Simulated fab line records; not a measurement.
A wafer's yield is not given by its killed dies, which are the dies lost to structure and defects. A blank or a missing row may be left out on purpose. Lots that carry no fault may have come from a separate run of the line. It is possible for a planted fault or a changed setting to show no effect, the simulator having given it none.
Problem report, 8D (eight disciplines) form, completed by code    flow gf180mcu    the parts of the form that need people (team, actions taken, sign-off) are left out

== 1. WHAT IS WRONG ==
runLengthS at GF_POLY_GATE_ETCH_13 reads a mean of 90.5 s on 6 wafers of 2 lots; wafers without a fault read 97.8 s with a standard deviation of 0.38. Measured from the usual mean, that is -19 standard deviations.
The step: etches poly-Si in HBr/Cl2, stops on SiO2, target depth 198.5 nm, time 69.6 s.
Earliest sighting: wafer L462.1 on rieSi-02 at day 10 07:19. At this step, 42 wafers from 14 lots have a number in the record. The rule behind "out" and "out of limits": a value lying over 4 standard deviations away from the usual mean. The rest of the wafers with a number are treated as sound.

== 2. WHAT IT IS, AND WHAT IT ISN'T ==
question                     is                      is not
which readings at this step  runLengthS              -
which lots                   L462, L463              L458, L460, L461, L472, L473, L475, L476, L477, L478, L479, L480, L481
which wafers of those lots   all that have a number  -
read on which tools          rieSi-02                rieSi-01
when                         from day 10 07:19       up to then (9 sound wafers); but 27 sound wafers of L472, L473, L475, L476, L477, L478, L479, L480, L481 came after

== 3. WHAT RULES OUT EACH SUSPECT ==
Counting: a tool stays on the suspect list if, at a process step up to the reading, it processed all lots that are out and no sound lot following the first of them.
- rieSi-02 at GF_POLY_GATE_ETCH_13 (etches poly-Si in HBr/Cl2, stops on SiO2, target depth 198.5 nm, time 69.6 s): ruled out as a lasting fault. After its first lot that is out, L462 (day 10 07:19), sound lots L472, L473, L476, L478 ran on it.
Left after counting: nothing in the record.

== 4. THE CAUSE (what the simulator had put in) ==
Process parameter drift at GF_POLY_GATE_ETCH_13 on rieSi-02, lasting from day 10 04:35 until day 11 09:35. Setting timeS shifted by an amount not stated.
Counting ruled it out, wrongly.

== 5. SEQUENCE OF EFFECTS, ordered by route ==
Each row: a reading whose mean over the struck wafers that have a number lies more than 3 standard deviations from the usual. Only readings whose record carries a usual standard deviation are examined. hours: median over the lots of the time between each lot's start at the first step of this table that gives one and its start at this step. sigmas: the change, counted in usual standard deviations.
hours  step                  reading     usual   on struck wafers  change  sigmas
0      GF_POLY_GATE_ETCH_13  runLengthS  97.8 s  90.5              -7.3    -19
Process steps it contains:
- GF_POLY_GATE_ETCH_13: etches poly-Si in HBr/Cl2, stops on SiO2, target depth 198.5 nm, time 69.6 s.
Later measuring or inspecting steps at which every struck wafer that the step has a row for has a number for every such reading, and none has moved that far: GF_M2_OVL_MEAS_15.

== 6. WHAT WOULD HAVE CAUGHT IT SOONER ==
3 hours passed between the start of the fault at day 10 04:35 and the first reading out of limits in this record, taken at day 10 07:19.
